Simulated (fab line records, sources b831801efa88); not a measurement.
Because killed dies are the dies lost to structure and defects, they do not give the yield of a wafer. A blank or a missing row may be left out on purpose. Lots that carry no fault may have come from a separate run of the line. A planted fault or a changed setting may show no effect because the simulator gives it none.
Comparing a struck lot with a sound one :: flow sfq-line :: 15 out of 325 route steps
Sound: wafers L971.1, L971.4, L971.6. Struck: wafer L983.3 (left out: L983.4, a lot-mate that was not struck); the cause follows at the end.
Per side, at each step with rows, come the tool, then ch with its chambers, and then its first start. Under that, the readings that differ: sound wafers :: struck wafers :: difference of the means :: sigmas: that difference in standard deviations of wafers without a fault.
alike: words and numbers the same on both sides, and readings whose means are apart by under 2 such deviations; not compared: readings that were withheld, readings missing a value for some wafer, numbers with overlapping values and no deviation given by the record, and bounds like >300 which may hide the same value.
The two part at a step that has a row with sigmas, a row that says differs or no value, or rows on one side only. Numbers that have no deviation but don't overlap get no sigmas and don't part them. A reading missing from all wafers of one side parts the sides only when that side holds two or more wafers.

SFQ_TRILAYER_I7_VIA_STRIP_STRIP_191: strips in O2.
  sound on rie-metal-02 ch 0,1, day 69 03:26; struck on rie-metal-04 ch 0, day 72 21:50
  alike: drypump-motor-current-A, oes-product-au
  not compared: rf-hours-counter-h
then, 8 steps without rows for these wafers: SFQ_TRILAYER_I7_VIA_STRIP_SOLV_CLEAN_192 (cleans in NMP, time 600 s); SFQ_TRILAYER_M8_LITHO_LOR_COAT_197; SFQ_TRILAYER_M8_LITHO_LOR_BAKE_198; SFQ_TRILAYER_M8_LITHO_COAT_193 (resist thk 600 nm); SFQ_TRILAYER_M8_LITHO_SOFTBAKE_199; SFQ_TRILAYER_M8_LITHO_EXPOSE_194 (exposes mask M8, target cd 2000 nm); SFQ_TRILAYER_M8_LITHO_PEB_196 (peb time 60 s); SFQ_TRILAYER_M8_LITHO_DEVELOP_195 (img clear 15 s, time 55 s).
SFQ_M8_OVL_MEAS_948:
  sound on overlay-02 at day 70 02:41; struck on overlay-02 at day 73 03:32
reading: M8_OVL (nm)
sound: -9 -7 -11
struck: 2
difference: +11
sigmas: +2
then, 2 steps without rows for these wafers: SFQ_TRILAYER_M8_DEP_EVAP_197 (material Ti, target thk 20 nm, time 100 s); SFQ_TRILAYER_M8_DEP_EVAP_198 (material Pt, target thk 50 nm, time 250 s).
SFQ_TRILAYER_M8_DEP_EVAP_196: material Au, target thk 180 nm, time 900 s.
  sound on pvd-sputter-01 at day 70 02:56; struck on pvd-sputter-01 at day 73 03:47
reading: model.Au_of_TRILAYER_M8_DEP_EVAP_196.thk-nm (nm)
sound: 184.3 181.1 182.1
struck: 253.3
difference: +70.8
sigmas: 
SFQ_M8_RS_MEAS_949: the measuring method here is four-point-probe.
  sound on film-metro-02 at day 70 03:28; struck on film-metro-01 at day 73 04:50
reading: M8_AU_RS (ohm/sq)
sound: 0.1502 0.1529 0.1521
struck: 0.1088
difference: -0.0429
sigmas: -21
  not compared: hold
SFQ_M8_THK_MEAS_950: measures by xrf.
  sound on film-metro-02 at day 70 03:35; struck on film-metro-01 at day 73 10:30
reading: M8_AU_THK (nm)
sound: 181.0 178.2 178.1
struck: 247.5
difference: +68.4
sigmas: +30
  not compared: hold

== WHERE THEY PART ==
First at SFQ_M8_OVL_MEAS_948; last, within this record, at SFQ_M8_THK_MEAS_950.

WHY: whatever the simulator had introduced
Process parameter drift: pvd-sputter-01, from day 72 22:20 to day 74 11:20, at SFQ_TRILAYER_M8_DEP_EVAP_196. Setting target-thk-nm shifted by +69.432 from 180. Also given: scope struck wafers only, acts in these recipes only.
